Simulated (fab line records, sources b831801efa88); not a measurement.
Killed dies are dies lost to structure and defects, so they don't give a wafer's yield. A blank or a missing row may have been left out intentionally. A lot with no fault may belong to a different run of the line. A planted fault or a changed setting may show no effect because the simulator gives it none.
Which of the tools did it? + flow sky130 + 7 lots, 21 wafers sampled, at 1 step of a route of 708

== WHAT THE GAUGES SHOWED, per wafer ==
SKY_NWELL_TW_MEAS_26.
| lot  | measured     | on           | NWELL_2_TW  |
|------|--------------|--------------|-------------|
| L942 | day 5 17:41  | filmMetro-04 | 492 490 486 |
| L945 | day 6 21:43  | filmMetro-04 | 486 486 485 |
| L956 | day 9 08:49  | filmMetro-04 | 489 490 488 |
| L957 | day 9 15:51  | filmMetro-03 | 493 493 496 |
| L958 | day 10 05:11 | filmMetro-04 | 485 487 485 |
| L961 | day 10 11:02 | filmMetro-04 | 483 484 484 |
| L963 | day 11 02:09 | filmMetro-03 | 494 496 493 |

== TOOL THAT RAN EACH LOT (tool first, then ch and the chambers of the sampled wafers, then the start) ==
The record holds no process step before these readings.

== THE ANSWER, worked out from the rows above alone ==
Rule: usual is defined by the lots themselves. Put in order of their means at a reading, lots are off if they are a third of the lots or fewer, leave a main group of 4 or more, and stand apart from it by a gap of 3 or more times the standard deviation of the main group's means; of several such gaps the widest counts. Not used: any main group whose means are identical at the precision the tables above print for the reading. A lot without any number at a reading at which 4 lots or more have one is off too. The other lots that the step has rows for count as sound.
None of the lots is off at any reading shown; this tells nothing.

== WHAT THE SIMULATOR HAD PUT IN ==
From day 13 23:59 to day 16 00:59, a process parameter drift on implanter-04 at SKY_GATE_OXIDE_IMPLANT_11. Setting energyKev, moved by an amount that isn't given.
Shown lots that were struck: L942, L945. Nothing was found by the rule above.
